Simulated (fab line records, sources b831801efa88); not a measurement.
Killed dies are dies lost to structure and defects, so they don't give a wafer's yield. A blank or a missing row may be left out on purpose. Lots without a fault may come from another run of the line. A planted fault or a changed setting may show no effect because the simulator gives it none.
Which tool did it? | flow sky130 | 24 lots, 72 wafers sampled, at 6 steps of a route of 708

WHAT THE GAUGES READ, wafer by wafer
SKY_POLY_CUT_CD_MEAS_08: target cd 270 nm.
lot  | measured     | on        | cd_nm (nm)
L074 | day 24 10:57 | cd_sem-01 | 269.5 269.8 270.8
L075 | day 24 16:00 | cd_sem-02 | 269.4 268.3 269.2
L076 | day 25 08:30 | cd_sem-02 | 269.1 267.7 269.0
L077 | day 25 23:30 | cd_sem-01 | 272.0 270.5 270.5
L079 | day 26 04:39 | cd_sem-01 | 271.7 271.5 272.2
L078 | day 26 09:43 | cd_sem-02 | 268.8 268.0 269.5
L080 | day 26 17:59 | cd_sem-02 | 266.7 267.5 266.2
L081 | day 27 04:07 | cd_sem-01 | 270.7 270.3 270.3
L082 | day 27 11:57 | cd_sem-02 | 270.9 270.2 270.9
L083 | day 28 05:06 | cd_sem-02 | 269.9 268.5 270.4
L084 | day 28 12:08 | cd_sem-02 | 270.2 271.8 269.9
L085 | day 28 17:35 | cd_sem-02 | 269.7 268.9 268.7
L086 | day 28 21:27 | cd_sem-01 | 268.7 268.9 268.6
L087 | day 29 04:23 | cd_sem-01 | 270.0 269.2 269.8
L088 | day 29 21:57 | cd_sem-02 | 266.4 269.1 268.2
L089 | day 30 03:42 | cd_sem-01 | 271.1 269.5 270.2
L090 | day 30 05:45 | cd_sem-01 | 269.4 270.9 271.4
L091 | day 30 11:28 | cd_sem-02 | 271.1 270.2 269.0
L092 | day 30 19:03 | cd_sem-02 | 270.1 270.0 271.4
L094 | day 31 03:52 | cd_sem-01 | 270.2 269.9 270.0
L093 | day 31 07:17 | cd_sem-01 | 269.2 269.7 269.0
L095 | day 31 20:26 | cd_sem-01 | 271.7 270.6 272.5
L096 | day 31 22:53 | cd_sem-02 | 269.9 269.1 268.5
L097 | day 32 00:48 | cd_sem-01 | 271.0 270.9 269.9

SKY_METAL1_CD_MEAS_15: target cd 140 nm.
lot  | measured     | on        | cd_nm (nm)
L074 | day 33 03:21 | cd_sem-02 | 140.8 141.6 140.9
L075 | day 33 12:49 | cd_sem-02 | 138.4 139.3 139.6
L076 | day 33 23:55 | cd_sem-01 | 141.9 142.5 144.1
L077 | day 34 14:13 | cd_sem-01 | 140.9 141.2 140.7
L079 | day 34 16:45 | cd_sem-01 | 137.4 138.9 137.8
L078 | day 34 23:18 | cd_sem-02 | 141.1 139.6 140.6
L080 | day 35 05:35 | cd_sem-01 | 140.3 138.9 139.9
L081 | day 35 18:01 | cd_sem-02 | 139.4 138.7 139.6
L082 | day 35 23:06 | cd_sem-02 | 141.1 143.4 142.1
L083 | day 36 14:18 | cd_sem-02 | 138.0 139.2 138.8
L084 | day 36 21:35 | cd_sem-02 | 137.8 139.1 138.5
L085 | day 37 01:44 | cd_sem-02 | 142.0 141.9 141.7
L086 | day 37 04:21 | cd_sem-02 | 138.5 141.5 139.8
L087 | day 37 10:27 | cd_sem-01 | 139.8 140.2 139.9
L088 | day 38 02:49 | cd_sem-01 | 141.9 140.6 142.9
L089 | day 38 08:00 | cd_sem-01 | 141.2 141.5 141.4
L090 | day 38 11:41 | cd_sem-02 | 138.9 138.2 137.9
L091 | day 38 13:45 | cd_sem-02 | 140.3 142.0 141.5
L092 | day 38 21:41 | cd_sem-02 | 138.5 139.8 138.0
L094 | day 39 06:00 | cd_sem-02 | 142.3 141.1 141.3
L093 | day 39 08:54 | cd_sem-02 | 139.2 138.9 138.0
L095 | day 39 20:00 | cd_sem-02 | 140.0 140.5 139.8
L096 | day 39 23:24 | cd_sem-02 | 140.7 141.5 140.9
L097 | day 40 01:27 | cd_sem-02 | 141.7 140.8 140.5

SKY_PASSIVATION_THK_MEAS_01.
lot  | measured     | on            | PASSIVATION_CVD_00_THK (nm)
L074 | day 44 07:24 | film_metro-04 | 89.0 91.2 91.2
L075 | day 44 13:50 | film_metro-04 | 90.3 89.7 90.0
L076 | day 45 00:53 | film_metro-04 | 89.3 92.8 89.9
L077 | day 45 11:23 | film_metro-04 | 89.4 91.0 90.0
L079 | day 45 13:18 | film_metro-03 | 87.7 90.6 89.0
L078 | day 45 19:54 | film_metro-04 | 89.6 90.5 89.6
L080 | day 45 22:55 | film_metro-01 | 90.7 91.1 91.8
L081 | day 46 08:43 | film_metro-01 | 91.3 92.7 90.0
L082 | day 46 14:14 | film_metro-03 | 89.3 89.4 90.3
L083 | day 47 03:11 | film_metro-03 | 87.4 90.1 89.5
L084 | day 47 06:47 | film_metro-03 | 90.5 90.0 92.2
L085 | day 47 10:53 | film_metro-01 | 90.1 90.7 91.3
L086 | day 47 11:18 | film_metro-01 | 90.2 89.5 89.2
L087 | day 47 18:59 | film_metro-01 | 86.9 89.7 91.1
L088 | day 48 04:59 | film_metro-01 | 89.8 90.0 91.4
L089 | day 48 07:43 | film_metro-01 | 88.9 90.6 91.6
L090 | day 48 10:00 | film_metro-01 | 89.6 92.3 90.1
L091 | day 48 17:11 | film_metro-03 | 90.0 89.1 91.6
L092 | day 48 23:23 | film_metro-01 | 89.9 87.6 91.2
L094 | day 49 02:30 | film_metro-04 | 89.4 86.8 90.0
L093 | day 49 03:17 | film_metro-03 | 90.1 89.9 89.2
L095 | day 49 13:38 | film_metro-04 | 88.3 87.4 89.8
L096 | day 49 19:56 | film_metro-04 | 89.4 90.2 89.4
L097 | day 49 19:59 | film_metro-03 | 87.9 89.7 90.4

WHICH TOOL RAN EACH LOT (tool, then ch and the chambers of the sampled wafers, then the start)
lot  | SKY_VIA1_CVD_21               | SKY_VIA2_SPUTTER_20          | SKY_VIA4_CMP_02
L074 | cvd_w-01 ch 0,1, day 34 09:18 | pvd_sputter-04, day 36 18:23 | cmp-01 ch 1,2,3, day 42 07:09
L075 | cvd_w-02 ch 0,1, day 34 18:47 | pvd_sputter-04, day 37 03:00 | cmp-02 ch 0,2,3, day 42 13:45
L076 | cvd_w-01 ch 1, day 35 05:19   | pvd_sputter-04, day 37 12:43 | cmp-01 ch 0,2, day 43 00:51
L077 | cvd_w-02 ch 0,1, day 35 19:28 | pvd_sputter-01, day 38 02:25 | cmp-02 ch 0,1,2, day 43 11:37
L079 | cvd_w-02 ch 0,1, day 35 22:04 | pvd_sputter-04, day 38 04:38 | cmp-02 ch 0,1,2, day 43 14:11
L078 | cvd_w-02 ch 0, day 36 03:50   | pvd_sputter-01, day 38 11:25 | cmp-01 ch 2,3, day 43 21:19
L080 | cvd_w-02 ch 0, day 36 10:29   | pvd_sputter-04, day 38 17:14 | cmp-01 ch 1,2,3, day 44 00:46
L081 | cvd_w-01 ch 0,1, day 36 22:56 | pvd_sputter-04, day 39 05:34 | cmp-02 ch 1,2,3, day 44 11:12
L082 | cvd_w-02 ch 1, day 37 04:00   | pvd_sputter-03, day 39 09:17 | cmp-02 ch 0,3, day 44 16:13
L083 | cvd_w-01 ch 0,1, day 37 17:58 | pvd_sputter-03, day 40 00:54 | cmp-01 ch 0,1,2, day 45 06:44
L084 | cvd_w-01 ch 0,1, day 38 01:11 | pvd_sputter-01, day 40 06:36 | cmp-01 ch 1,3, day 45 09:58
L085 | cvd_w-01 ch 0, day 38 05:13   | pvd_sputter-04, day 40 11:25 | cmp-01 ch 0,1,2, day 45 14:19
L086 | cvd_w-01 ch 0, day 38 06:38   | pvd_sputter-03, day 40 12:31 | cmp-01 ch 1,2,3, day 45 14:37
L087 | cvd_w-02 ch 0,1, day 38 14:23 | pvd_sputter-01, day 40 19:41 | cmp-02 ch 0,1, day 45 22:45
L088 | cvd_w-01 ch 0,1, day 39 06:11 | pvd_sputter-01, day 41 10:04 | cmp-02 ch 0,1,2, day 46 10:18
L089 | cvd_w-02 ch 0,1, day 39 11:15 | pvd_sputter-03, day 41 15:53 | cmp-02 ch 0,1,3, day 46 14:45
L090 | cvd_w-02 ch 1, day 39 15:20   | pvd_sputter-03, day 41 18:58 | cmp-01 ch 0,3, day 46 16:08
L091 | cvd_w-01 ch 0,1, day 39 17:49 | pvd_sputter-03, day 41 22:35 | cmp-01 ch 0,1,2, day 46 22:26
L092 | cvd_w-02 ch 0,1, day 40 00:46 | pvd_sputter-01, day 42 05:02 | cmp-01 ch 1,2,3, day 47 03:33
L094 | cvd_w-02 ch 0,1, day 40 09:14 | pvd_sputter-03, day 42 12:53 | cmp-01 ch 0,1, day 47 09:05
L093 | cvd_w-01 ch 0,1, day 40 11:37 | pvd_sputter-04, day 42 14:25 | cmp-01 ch 0,2, day 47 11:02
L095 | cvd_w-01 ch 0,1, day 40 23:13 | pvd_sputter-03, day 43 02:16 | cmp-02 ch 0,2, day 47 21:50
L096 | cvd_w-01 ch 0,1, day 41 03:05 | pvd_sputter-04, day 43 06:47 | cmp-01 ch 0,3, day 48 03:58
L097 | cvd_w-02 ch 0,1, day 41 04:46 | pvd_sputter-03, day 43 07:06 | cmp-01 ch 1,2,3, day 48 04:13
- SKY_VIA1_CVD_21: deposits W, target thk 270 nm, time 80.902 s.
- SKY_VIA2_SPUTTER_20: material TiN, target thk 20 nm, time 80 s.
- SKY_VIA4_CMP_02: polishes SiO2.

WHAT THE TOOLS THEMSELVES READ (means of the sampled wafers that have a number; where no wafer has one, the mark that the record gives instead)
SKY_VIA1_CVD_21.
lot  | tool     | heater_power_w (W)
L074 | cvd_w-01 | 927
L075 | cvd_w-02 | 1012
L076 | cvd_w-01 | 948
L077 | cvd_w-02 | 994
L079 | cvd_w-02 | 993
L078 | cvd_w-02 | 1072
L080 | cvd_w-02 | 1053
L081 | cvd_w-01 | 909
L082 | cvd_w-02 | 946
L083 | cvd_w-01 | 918
L084 | cvd_w-01 | 905
L085 | cvd_w-01 | 918
L086 | cvd_w-01 | 898
L087 | cvd_w-02 | 1026
L088 | cvd_w-01 | 874
L089 | cvd_w-02 | 1033
L090 | cvd_w-02 | 949
L091 | cvd_w-01 | 867
L092 | cvd_w-02 | 1029
L094 | cvd_w-02 | 999
L093 | cvd_w-01 | 851
L095 | cvd_w-01 | 872
L096 | cvd_w-01 | 887
L097 | cvd_w-02 | 1000

SKY_VIA2_SPUTTER_20.
lot  | tool           | throttle_valve_pct (%)
L074 | pvd_sputter-04 | 29.2
L075 | pvd_sputter-04 | 29.4
L076 | pvd_sputter-04 | 29.4
L077 | pvd_sputter-01 | 28.9
L079 | pvd_sputter-04 | 29.2
L078 | pvd_sputter-01 | 30.2
L080 | pvd_sputter-04 | 29.4
L081 | pvd_sputter-04 | 29.3
L082 | pvd_sputter-03 | 30.4
L083 | pvd_sputter-03 | 29.3
L084 | pvd_sputter-01 | 28.9
L085 | pvd_sputter-04 | 29.2
L086 | pvd_sputter-03 | 29.3
L087 | pvd_sputter-01 | 28.8
L088 | pvd_sputter-01 | 28.7
L089 | pvd_sputter-03 | 29.4
L090 | pvd_sputter-03 | 29.5
L091 | pvd_sputter-03 | 30.5
L092 | pvd_sputter-01 | 29.4
L094 | pvd_sputter-03 | 29.9
L093 | pvd_sputter-04 | 29.4
L095 | pvd_sputter-03 | 29.3
L096 | pvd_sputter-04 | 29.3
L097 | pvd_sputter-03 | 30.1

SKY_VIA4_CMP_02.
lot  | tool   | motor_current_A (A)
L074 | cmp-01 | 11.5
L075 | cmp-02 | 14.0
L076 | cmp-01 | 13.0
L077 | cmp-02 | 12.8
L079 | cmp-02 | 12.6
L078 | cmp-01 | 11.6
L080 | cmp-01 | 11.2
L081 | cmp-02 | 13.1
L082 | cmp-02 | 12.4
L083 | cmp-01 | 11.9
L084 | cmp-01 | 10.9
L085 | cmp-01 | 12.5
L086 | cmp-01 | 11.2
L087 | cmp-02 | 10.8
L088 | cmp-02 | 12.4
L089 | cmp-02 | 12.0
L090 | cmp-01 | 11.9
L091 | cmp-01 | 12.2
L092 | cmp-01 | 11.4
L094 | cmp-01 | 11.6
L093 | cmp-01 | 12.8
L095 | cmp-02 | 13.7
L096 | cmp-01 | 12.0
L097 | cmp-01 | 11.0

THE ANSWER, worked out from the rows above alone
Rule: what is usual is taken from the lots themselves. Put in order of their means at a reading, lots are off if they are a third of the lots or fewer, leave a main group of 4 or more, and stand apart from it by a gap of 3 or more times the standard deviation of the main group's means; of several such gaps the widest counts. A main group whose means are all the same, to the digits that the tables above print for the reading, isn't used. A lot without any number at a reading at which 4 lots or more have one is off too. The other lots that the step has rows for count as sound. The gauges are gone through in route order, then the tools' own readings, and for those a lot's mean is taken as printed above. The first step at which some lot is off is used, and at that step the reading that is off furthest; a lot without a number counts as furthest.
No lot is off at any reading shown: from this, nothing can be told.

WHAT THE SIMULATOR HAD PUT IN
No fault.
